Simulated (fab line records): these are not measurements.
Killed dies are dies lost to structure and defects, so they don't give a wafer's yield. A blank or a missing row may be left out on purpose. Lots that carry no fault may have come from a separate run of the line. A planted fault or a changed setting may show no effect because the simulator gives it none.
fab line records	flow sky130
record lots=12	wafers=36	last_day=50
route steps=708 shown LDD_P@263 SPACER@305 POLY_CUT@319 SD_N@356 SD_P@359
lots that met no fault: from a run of the same line without faults
start_h: start of the lot's first displayed wafer, in hours after the record's first day	wait_h: time in hours since the lot's previous step	" repeats the value in the row above	L1.1+2: a row that stands for several wafers	- value missing, or start not given	* or withheld: withheld	< > ~ a bound
route shown NAME@n: names a module that has steps shown in the file, with the first one's number in the route	usual: average and standard deviation across the fault-free wafers	same: alike in all rows	chamber/n: place in a boat	sites: readings site by site	_std_site: standard deviation of those values	_edge_site: the outer-site mean with the inner-site mean subtracted	radius_mm: for every site, how far away it sits from the centre of the wafer	mask NAME#n: copy n	behind: the last tool/chamber to shape the wafer	hold: why the lot went on hold/how many hours it stayed there/how the hold came to an end	device: whichever transistor did not switch (one of n, p or np)	end of line: tests of these same wafers at the route's end	for a step that has no rows: nothing shown but its recipe	killed: dies lost to structure and defects at the first sort, not the wafer's yield	map: a wafer's dies, marking killed ones x, the rest . and places with no die _
set.NAME: the setting the step ran with; set.NAME@STEP: the setting that earlier step ran with	model.NAME: the simulator's own value behind a step, which no gauge read
a sample of lots followed through the steps of the route, with each step as a table and each wafer as a row
services: the hour from which a tool's chamber was out of use, counted from the record's first day as start_h (under 0 if before that day), plus the number of hours and why
## steps
# step SKY_LDD_P_OVL_MEAS_08
# usual LDD_P_OVL=0.4/1.3
lot.wafer	tool	chamber	start_h	wait_h	LDD_P_OVL[nm]
L331.1	overlay-02	-	434.81	0.1	2.5
L331.3	"	-	"	"	-0.5
L331.5	"	-	"	"	0.5
L332.1	overlay-02	-	444.77	0.1	0.1
L332.4	"	-	"	"	-0.6
L332.6	"	-	"	"	0.5
L333.1	overlay-01	-	457.67	0.1	0.9
L333.2	"	-	"	"	0.1
L333.5	"	-	"	"	1.2
L335.1	overlay-01	-	469.60	0.1	1.7
L335.2	"	-	"	"	2.3
L335.6	"	-	"	"	2.7
L337.2	overlay-01	-	496.66	0.1	-0.2
L337.3	"	-	"	"	-0.3
L337.4	"	-	"	"	0.9
L338.1	overlay-01	-	508.41	0.1	0.9
L338.3	"	-	"	"	0.2
L338.5	"	-	"	"	0.7
L344.4	overlay-01	-	555.14	0.1	-0.3
L344.5	"	-	"	"	-0.3
L344.6	"	-	"	"	-2.5
L346.3	overlay-02	-	575.76	0.1	-1.3
L346.4	"	-	"	"	-2.1
L346.5	"	-	"	"	0.4
L349.3	overlay-01	-	591.46	0.1	1.0
L349.4	"	-	"	"	2.3
L349.5	"	-	"	"	0.7
L351.1	overlay-01	-	607.15	0.1	-1.4
L351.3	"	-	"	"	1.1
L351.5	"	-	"	"	-0.4
L353.1	overlay-02	-	636.82	0.1	-1.2
L353.5	"	-	"	"	-2.5
L353.6	"	-	"	"	-1.7
L354.3	overlay-01	-	646.56	0.1	0.8
L354.4	"	-	"	"	1.7
L354.5	"	-	"	"	1.2
# step SKY_SPACER_THK_MEAS_01
# recipe reads=Si3N4_of_SPACER_CVD_00
# usual SPACER_CVD_00_THK=43.2/0.42
lot.wafer	tool	chamber	start_h	wait_h	SPACER_CVD_00_THK[nm]
L331.1	film_metro-03	-	529.15	0.0	43.0
L331.3	"	-	"	"	43.0
L331.5	"	-	"	"	43.4
L332.1	film_metro-04	-	538.96	0.0	43.1
L332.4	"	-	"	"	43.4
L332.6	"	-	"	"	43.6
L333.1	film_metro-04	-	553.13	0.0	43.3
L333.2	"	-	"	"	43.7
L333.5	"	-	"	"	43.4
L335.1	film_metro-03	-	564.09	0.0	43.6
L335.2	"	-	"	"	43.6
L335.6	"	-	"	"	43.6
L337.2	film_metro-04	-	590.04	0.0	42.5
L337.3	"	-	"	"	43.1
L337.4	"	-	"	"	43.0
L338.1	film_metro-04	-	602.57	0.0	43.2
L338.3	"	-	"	"	43.2
L338.5	"	-	"	"	43.3
L344.4	film_metro-03	-	645.97	0.0	43.0
L344.5	"	-	"	"	43.1
L344.6	"	-	"	"	43.1
L346.3	film_metro-04	-	667.14	0.0	42.6
L346.4	"	-	"	"	43.1
L346.5	"	-	"	"	42.6
L349.3	film_metro-01	-	680.26	0.0	43.2
L349.4	"	-	"	"	43.6
L349.5	"	-	"	"	43.4
L351.1	film_metro-04	-	698.83	0.0	42.4
L351.3	"	-	"	"	42.8
L351.5	"	-	"	"	42.6
L353.1	film_metro-04	-	725.52	0.0	43.0
L353.5	"	-	"	"	43.0
L353.6	"	-	"	"	43.7
L354.3	film_metro-04	-	734.10	0.0	42.9
L354.4	"	-	"	"	42.5
L354.5	"	-	"	"	43.0
# step SKY_POLY_CUT_STRIP_12
# recipe chemistry=O2/N2	power_w=1400	pressure_mtorr=1500	platen_temp_c=withheld	o2_flow_sccm=3000	n2_flow_sccm=300	overash_fraction=0.5
# usual drypump_motor_current_A=5.98/0.28	n2_flow_sccm=300.0/0.9	oes_product_au=0.452/0.0049	strip_time_to_endpoint_s=5.366/0.02
lot.wafer	tool	chamber	start_h	wait_h	drypump_motor_current_A	n2_flow_sccm	oes_product_au	rf_hours_counter_h	strip_time_to_endpoint_s
L331.1	plasma_asher-03	0	559.72	0.0	5.70	299.5	0.458	41	5.392
L331.3	"	1	"	"	6.18	299.6	0.460	-	5.395
L331.5	"	0	"	"	5.71	299.7	0.455	-	5.404
L332.1	plasma_asher-03	0	568.69	0.0	5.72	300.1	0.457	42	5.385
L332.4	"	0	"	"	5.71	300.8	0.448	-	5.351
L332.6	"	0	"	"	5.70	300.8	0.455	-	5.374
L333.1	plasma_asher-01	1	583.52	0.0	5.42	298.8	0.453	90	5.394
L333.2	"	0	"	"	5.85	299.9	0.451	90	5.359
L333.5	"	0	"	"	5.84	300.0	0.461	-	5.377
L335.1	plasma_asher-02	0	593.92	0.0	6.09	299.1	0.454	82	5.394
L335.2	"	1	"	"	6.33	298.3	0.457	82	5.388
L335.6	"	0	"	"	6.10	300.8	0.464	-	5.383
L337.2	plasma_asher-01	0	619.47	0.0	5.76	299.9	0.457	93	5.388
L337.3	"	1	"	"	5.49	301.1	0.448	-	5.376
L337.4	"	0	"	"	5.81	298.8	0.448	-	5.379
L338.1	plasma_asher-03	0	632.08	0.0	5.72	299.5	0.455	48	5.361
L338.3	"	0	"	"	5.70	301.0	0.461	-	5.392
L338.5	"	0	"	"	5.71	299.2	0.442	-	5.377
L344.4	plasma_asher-02	0	675.02	0.1	6.04	298.5	0.450	-	5.368
L344.5	"	1	"	"	6.34	300.4	0.445	-	5.359
L344.6	"	0	"	"	6.07	300.3	0.449	-	5.361
L346.3	plasma_asher-01	0	695.71	0.1	5.82	300.9	0.446	-	5.336
L346.4	"	1	"	"	5.48	301.0	0.450	-	5.349
L346.5	"	1	"	"	5.46	300.2	0.450	-	5.348
L349.3	plasma_asher-03	1	708.66	0.1	6.16	300.9	0.450	-	5.347
L349.4	"	0	"	"	5.70	300.7	0.452	-	5.370
L349.5	"	1	"	"	6.18	301.3	0.453	-	5.390
L351.1	plasma_asher-02	0	726.37	0.0	6.09	299.7	0.453	93	5.356
L351.3	"	0	"	"	6.10	300.0	0.459	-	5.333
L351.5	"	1	"	"	6.31	300.1	0.451	-	5.327
L353.1	plasma_asher-02	0	753.32	0.0	6.08	299.8	0.450	96	5.332
L353.5	"	0	"	"	6.11	299.7	0.455	-	5.346
L353.6	"	1	"	"	6.35	300.7	0.447	-	5.350
L354.3	plasma_asher-02	1	761.16	0.1	6.29	299.5	0.450	-	5.375
L354.4	"	0	"	"	6.07	300.3	0.446	-	5.357
L354.5	"	0	"	"	6.06	300.3	0.453	-	5.372
# step SKY_SD_N_RTA_14
# recipe temp_c=1075	time_s=2	idle_temp_c=650	ramp_up_c_per_s=150	ramp_down_c_per_s=90	ambient=N2
# usual lamp_power_pct=15.74/0.053	wafer_temp_C_max=1078.0/1.3
lot.wafer	tool	chamber	start_h	wait_h	lamp_power_pct	wafer_temp_C_max
L331.1	rtp_anneal-01	0	648.26	0.0	15.81	1080.2
L331.3	"	0	"	"	15.78	1079.2
L331.5	"	0	"	"	15.76	1077.1
L332.1	rtp_anneal-02	0	657.46	0.0	15.80	1076.5
L332.4	"	0	"	"	15.83	1077.9
L332.6	"	0	"	"	15.85	1078.3
L333.1	rtp_anneal-01	0	671.29	0.0	15.73	1078.0
L333.2	"	0	"	"	15.77	1076.9
L333.5	"	0	"	"	15.78	1077.2
L335.1	rtp_anneal-01	0	681.04	0.0	15.66	1079.2
L335.2	"	0	"	"	15.70	1077.9
L335.6	"	0	"	"	15.76	1076.2
L337.2	rtp_anneal-01	0	706.08	0.0	15.68	1076.2
L337.3	"	0	"	"	15.62	1079.3
L337.4	"	0	"	"	15.71	1080.2
L338.1	rtp_anneal-02	0	717.70	0.0	15.77	1077.5
L338.3	"	0	"	"	15.68	1077.5
L338.5	"	0	"	"	15.74	1076.8
L344.4	rtp_anneal-02	0	759.77	0.0	16.38	1099.1
L344.5	"	0	"	"	16.33	1099.2
L344.6	"	0	"	"	16.39	1098.9
L346.3	rtp_anneal-02	0	778.48	0.0	16.39	1100.3
L346.4	"	0	"	"	16.40	1101.1
L346.5	"	0	"	"	16.39	1099.7
L349.3	rtp_anneal-01	0	789.88	0.0	15.76	1075.1
L349.4	"	0	"	"	15.71	1077.5
L349.5	"	0	"	"	15.72	1079.1
L351.1	rtp_anneal-01	0	807.50	0.0	15.71	1079.1
L351.3	"	0	"	"	15.76	1080.6
L351.5	"	0	"	"	15.79	1078.4
L353.1	rtp_anneal-01	0	833.02	0.0	15.73	1079.4
L353.5	"	0	"	"	15.64	1076.2
L353.6	"	0	"	"	15.74	1078.5
L354.3	rtp_anneal-02	0	840.94	0.0	15.74	1077.2
L354.4	"	0	"	"	15.83	1077.7
L354.5	"	0	"	"	15.74	1077.7
# step SKY_SD_N_RS_MEAS_16
# recipe thk_meas_gauge=four-point-probe
# usual SD_N_RS=68.47/0.1
lot.wafer	tool	chamber	start_h	wait_h	SD_N_RS[ohm/sq]
L331.1	film_metro-02	-	648.43	0.1	68.46
L331.3	"	-	"	"	68.59
L331.5	"	-	"	"	68.52
L332.1	film_metro-01	-	657.63	0.1	68.24
L332.4	"	-	"	"	68.34
L332.6	"	-	"	"	68.35
L333.1	film_metro-01	-	671.47	0.1	68.46
L333.2	"	-	"	"	68.59
L333.5	"	-	"	"	68.73
L335.1	film_metro-02	-	681.22	0.1	68.49
L335.2	"	-	"	"	68.28
L335.6	"	-	"	"	68.56
L337.2	film_metro-02	-	706.26	0.1	68.25
L337.3	"	-	"	"	68.43
L337.4	"	-	"	"	68.43
L338.1	film_metro-02	-	717.87	0.1	68.55
L338.3	"	-	"	"	68.41
L338.5	"	-	"	"	68.45
L344.4	film_metro-01	-	759.98	0.1	64.40
L344.5	"	-	"	"	64.31
L344.6	"	-	"	"	64.62
L346.3	film_metro-01	-	778.71	0.1	64.58
L346.4	"	-	"	"	64.46
L346.5	"	-	"	"	64.35
L349.3	film_metro-02	-	790.07	0.1	68.36
L349.4	"	-	"	"	68.40
L349.5	"	-	"	"	68.34
L351.1	film_metro-03	-	807.67	0.1	68.43
L351.3	"	-	"	"	68.41
L351.5	"	-	"	"	68.36
L353.1	film_metro-02	-	833.20	0.1	68.39
L353.5	"	-	"	"	68.43
L353.6	"	-	"	"	68.53
L354.3	film_metro-01	-	841.14	0.1	68.44
L354.4	"	-	"	"	68.54
L354.5	"	-	"	"	68.60
# step SKY_SD_N_RS_MEAS_17
# recipe thk_meas_gauge=four-point-probe
# usual SD_P_RS=147.0/0.33
lot.wafer	tool	chamber	start_h	wait_h	SD_P_RS[ohm/sq]
L331.1	film_metro-02	-	648.55	0.1	146.7
L331.3	"	-	"	"	146.7
L331.5	"	-	"	"	146.7
L332.1	film_metro-01	-	657.75	0.1	146.9
L332.4	"	-	"	"	147.0
L332.6	"	-	"	"	146.8
L333.1	film_metro-01	-	671.59	0.1	147.5
L333.2	"	-	"	"	147.3
L333.5	"	-	"	"	147.1
L335.1	film_metro-02	-	681.34	0.1	147.0
L335.2	"	-	"	"	147.1
L335.6	"	-	"	"	147.0
L337.2	film_metro-02	-	706.38	0.1	146.8
L337.3	"	-	"	"	146.5
L337.4	"	-	"	"	146.4
L338.1	film_metro-02	-	717.99	0.1	147.1
L338.3	"	-	"	"	146.9
L338.5	"	-	"	"	146.9
L344.4	film_metro-01	-	760.10	0.1	127.8
L344.5	"	-	"	"	127.2
L344.6	"	-	"	"	127.9
L346.3	film_metro-01	-	778.83	0.1	128.5
L346.4	"	-	"	"	127.8
L346.5	"	-	"	"	127.8
L349.3	film_metro-02	-	790.19	0.1	146.6
L349.4	"	-	"	"	146.4
L349.5	"	-	"	"	147.1
L351.1	film_metro-03	-	807.79	0.1	147.0
L351.3	"	-	"	"	146.6
L351.5	"	-	"	"	146.9
L353.1	film_metro-02	-	833.32	0.1	146.9
L353.5	"	-	"	"	146.6
L353.6	"	-	"	"	146.4
L354.3	film_metro-01	-	841.26	0.1	146.6
L354.4	"	-	"	"	146.6
L354.5	"	-	"	"	147.0
## services
tool	chamber	start_h	hours	kind
plasma_asher-02	-	581.26	2.8	pm
rtp_anneal-01	-	587.64	56.6	pm
plasma_asher-02	-	619.50	15.6	pm
plasma_asher-03	-	643.88	1.2	repair
rtp_anneal-02	-	654.47	0.8	repair
plasma_asher-01	-	661.18	11.0	repair
plasma_asher-03	-	674.02	4.0	pm
plasma_asher-01	-	733.75	9.0	pm
plasma_asher-01	0	733.75	9.0	vent_cycle
plasma_asher-01	1	733.75	9.0	vent_cycle
plasma_asher-01	0	742.75	-	clean
plasma_asher-01	1	742.75	-	clean
plasma_asher-01	-	774.43	13.9	repair
rtp_anneal-01	-	808.87	1.0	pm
## key
first_sign step=SKY_SD_N_RTA_14	reading=wafer_temp_C_max	direction=up	sigmas=17	usual=*	struck=*
effect step=SKY_SD_N_RTA_14	reading=lamp_power_pct	direction=up	sigmas=12	usual=15.74	struck=16.38
effect step=SKY_SD_N_RS_MEAS_16	reading=SD_N_RS	direction=down	sigmas=39	usual=68.47	struck=64.45
effect step=SKY_SD_N_RS_MEAS_17	reading=SD_P_RS	direction=down	sigmas=57	usual=147.0	struck=127.8
met_at SKY_SD_N_RTA_14
struck_lots L344,L346
tester_left_out L344,L346
not_acting_at SKY_LDD_P_OVL_MEAS_08,SKY_SPACER_THK_MEAS_01,SKY_POLY_CUT_STRIP_12
onset_between 717.70 759.77
fault kind=process_parameter_drift	tool=rtp_anneal-02	chamber=-	onset_h=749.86	steps=SKY_SD_N_RTA_14	channel=temp_c	offset=*	shape=step	end_h=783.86	acts_in=*	stated=*
# tester_left_out: of these lots the tester's yield and bins aren't shown, on N5 and GAA mostly nor the transistor test; their killed dies are dies lost to structure and defects alone, not to doping, threshold or leakage, so they don't give the yield
